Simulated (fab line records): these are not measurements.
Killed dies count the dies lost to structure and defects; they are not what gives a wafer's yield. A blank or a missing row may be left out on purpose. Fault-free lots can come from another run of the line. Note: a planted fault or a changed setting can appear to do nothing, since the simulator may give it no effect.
One fault seen from 2 desks | flow gf180mcu | what lay behind the numbers comes last; until then each desk has only its own

== THE METROLOGY DESK ==
Lot by lot, what the gauges showed, no matter which tool ran the lot: averages of those sampled wafers that carry a number. The brackets show how far a lot's mean lies from the usual mean; more than 4 standard deviations puts the lot out of limits, marked OUT.
Columns: A = MIM_CVD_05_THK at GF_MIM_THK_MEAS_06, usual 42.0 nm; B = MIM_ALCU_RS at GF_MIM_RS_MEAS_10, usual 0.1604 ohm/sq; C = MIM_ALCU_THK at GF_MIM_THK_MEAS_11, usual 197.0 nm
lot  | first seen here | A    | B      | C
L272 | day 25 18:52    | 41.6 | 0.1602 | 196.7
L274 | day 26 15:07    | 42.2 | 0.1601 | 197.3
L276 | day 27 04:05    | 41.8 | 0.1586 | 197.8
L277 | day 27 11:49    | 41.5 | 0.1594 | 197.7
L279 | day 28 04:56    | 42.7 | 0.1602 | 198.0
L280 | day 28 11:09    | 41.8 | 0.1672 | 189.9
L281 | day 28 21:34    | 43.1 | 0.1576 | 201.7
L285 | day 30 01:26    | 42.0 | 0.1678 | 190.2
L286 | day 30 05:13    | 41.4 | 0.1595 | 198.1
L290 | day 31 03:20    | 42.4 | 0.1613 | 196.0
Finding of this desk: none of the 10 lots has anything out of limits.

== TOOL OWNER'S DESK, pvd-sputter-03 ==
The tool's own readings at GF_MIM_SPUTTER_08 (material AlCu, target thk 200 nm, time 10.6 s): means of the sampled wafers that have a number, for each lot that ran on this tool. The brackets show how far a lot's mean lies from the usual mean; more than 4 standard deviations puts the lot out of limits, marked OUT.
Columns: A = throttle-valve-pct at GF_MIM_SPUTTER_08, usual 29.6 %
lot  | first seen here | A
L272 | day 25 18:58    | 28.6
L276 | day 27 04:10    | 28.8
L279 | day 28 05:03    | 28.2
L280 | day 28 11:15    | 28.5
L285 | day 30 01:32    | 28.2
Finding of this desk: none of the 5 lots has anything out of limits.

== ALL TOGETHER ==
Nothing out of limits was seen by the metrology desk.
The tool owner's desk saw nothing out of limits.

== WHAT THE SIMULATOR HAD INSERTED ==
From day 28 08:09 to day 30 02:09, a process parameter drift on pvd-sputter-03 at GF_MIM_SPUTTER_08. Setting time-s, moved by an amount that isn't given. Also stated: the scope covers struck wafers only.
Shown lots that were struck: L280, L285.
